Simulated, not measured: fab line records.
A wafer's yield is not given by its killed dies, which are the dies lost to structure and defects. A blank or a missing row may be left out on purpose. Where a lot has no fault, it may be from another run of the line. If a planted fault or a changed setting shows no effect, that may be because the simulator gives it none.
Matching of chambers	flow gf180mcu	4 sister chambers for GF_SAB_ETCH_11 on rieDiel-04
The step etches SiO2 in C4F8/O2/Ar, target depth 55 nm, time 8.5 s. 4 wafers are shown with their chamber, then 7 later ones without.

## WAFERS WITH THEIR CHAMBER
wafer	chamber	oesProductAu (a.u.)
L927.3	2	0.995
L929.2	0	0.995
L930.1	3	1.002
L930.3	1	0.997

## WAFERS MISSING THEIR CHAMBER
wafer	oesProductAu (a.u.)
L930.4	0.981
L935.1	1.002
L935.3	0.996
L935.4	1.012
L942.3	1.013
L942.4	0.989
L942.6	1.003

## THE CHAMBER EACH PASSED THROUGH
wafer	from the rows above	in truth
L930.4	can't be placed: 0 or 2 or 1 or 3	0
L935.1	can't be placed: 3 or 1 or 0 or 2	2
L935.3	can't be placed: 0 or 1 or 2 or 3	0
L935.4	can't be placed: 3 or 1 or 0 or 2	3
L942.3	can't be placed: 3 or 1 or 0 or 2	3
L942.4	can't be placed: 0 or 2 or 1 or 3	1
L942.6	can't be placed: 3 or 1 or 0 or 2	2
Correct placement for 0 of the 7. Can't be placed from these rows: 7 (the true chamber is among the candidates in 7). Number placed wrongly: 0.
How it was worked out, from the rows above alone: a wafer's distance from a chamber is the root of the sum, over the readings, of the square of ((its reading less the chamber's mean) divided by the reading's scatter). If the next closest chamber is less than 2 further off than the closest, the wafer can't be placed; otherwise it belongs to the closest. A chamber's mean is the mean of its shown wafers. The scatter (one wafer shown for each chamber): square how far every hidden wafer sits from the nearest shown wafer, average those squares and take the square root.
